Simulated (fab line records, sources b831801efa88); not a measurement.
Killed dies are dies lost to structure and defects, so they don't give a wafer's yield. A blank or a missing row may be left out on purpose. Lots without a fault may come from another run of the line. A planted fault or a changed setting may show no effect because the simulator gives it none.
A struck lot beside a sound one | flow sfq_line | 13 steps out of a route of 325
Sound: wafers L503.2, L503.4, L503.6. Struck: wafers L513.1, L513.2, L513.4. The cause comes at the end.
At each step with rows: each side's tool, then ch and its chambers, then its first start. Under that, the readings that differ: sound wafers | struck wafers | difference of the means | sigmas: that difference in standard deviations of wafers without a fault.
alike: readings whose means differ by less than 2 such deviations, and words and numbers that are the same on both sides. not compared: withheld readings, readings that some wafer has no value for, bounds like >300 that may hide the same value, and numbers for which the record gives no deviation and whose values overlap.
The two part at a step that has a row with sigmas, a row that says differs or no value, or rows on one side only. Numbers that don't overlap but have no deviation are shown without sigmas and don't part them. A reading that every wafer of one side lacks parts them only if that side has two wafers or more.

first, 1 step without rows for these wafers: SFQ_TRILAYER_M4_DEP_PRE_CLEAN_092 (time 22.5 s).
SFQ_TRILAYER_M4_DEP_SPUTTER_091: material Nb, target thk 200 nm, time 133.3 s.
  sound on pvd_sputter-05, day 34 22:16; struck on pvd_sputter-05, day 38 03:49
  alike: cathode_dc_power_W, throttle_valve_pct
SFQ_M4_RS_MEAS_924: measures by four-point-probe.
  sound on film_metro-04, day 34 22:23; struck on film_metro-03, day 38 03:55
  alike: M4_NB_RS
then, 6 steps without rows for these wafers: SFQ_TRILAYER_M4_LITHO_COAT_098 (resist thk 62 nm); SFQ_TRILAYER_M4_LITHO_COAT_093 (resist thk 600 nm); SFQ_TRILAYER_M4_LITHO_SOFTBAKE_097; SFQ_TRILAYER_M4_LITHO_EXPOSE_094 (exposes mask M4, target cd 500 nm); SFQ_TRILAYER_M4_LITHO_PEB_096 (peb time 60 s); SFQ_TRILAYER_M4_LITHO_DEVELOP_095 (time 60 s).
SFQ_M4_OVL_MEAS_926:
  sound on overlay-01, day 37 07:02; struck on overlay-01, day 39 17:38
  reading     | sound    | struck   | difference | sigmas
  M4_OVL (nm) | 15 12 11 | -4 -4 -6 | -17        | -3
SFQ_TRILAYER_M4_BARC_OPEN_METAL_ETCH_123: etches BARC in O2, target depth 125 nm, time 41.7 s.
  sound on rie_metal-02 ch 1, day 37 07:05; struck on rie_metal-03 ch 0,1, day 39 17:40
  alike: bias_w, chamber_pressure_mTorr, drypump_motor_current_A, oes_product_au, rf_fwd_power_W
  not compared: rf_hours_counter_h
SFQ_TRILAYER_M4_ETCH_METAL_ETCH_096: etches Nb in Cl2/Ar, stops on SiO2, target depth 240 nm, time 120 s.
  sound on rie_metal-02 ch 1, day 37 07:14; struck on rie_metal-03 ch 0,1, day 39 17:44
  reading                                             | sound             | struck            | difference | sigmas
  rf_fwd_power_W (W)                                  | 595.9 597.6 594.7 | 501.2 499.4 500.1 | -95.8      | -50
  model.KrF_of_TRILAYER_M4_LITHO_COAT_093.thk_nm (nm) | 384.9 382.9 382.9 | 404 397.8 397.8   | +16        |
  alike: bias_w, chamber_pressure_mTorr, drypump_motor_current_A, oes_product_au
  not compared: rf_hours_counter_h
SFQ_TRILAYER_M4_STRIP_STRIP_097: strips in O2.
  sound on rie_metal-02 ch 1, day 37 07:38; struck on rie_metal-03 ch 0,1, day 39 17:52
  alike: chamber_pressure_mTorr, drypump_motor_current_A, oes_product_au
  not compared: rf_hours_counter_h

WHERE THEY PART
First at SFQ_M4_OVL_MEAS_926; last, within this record, at SFQ_TRILAYER_M4_ETCH_METAL_ETCH_096. Later steps at which nothing parts them and some readings are alike: SFQ_TRILAYER_M4_STRIP_STRIP_097.

WHY: what the simulator had put in
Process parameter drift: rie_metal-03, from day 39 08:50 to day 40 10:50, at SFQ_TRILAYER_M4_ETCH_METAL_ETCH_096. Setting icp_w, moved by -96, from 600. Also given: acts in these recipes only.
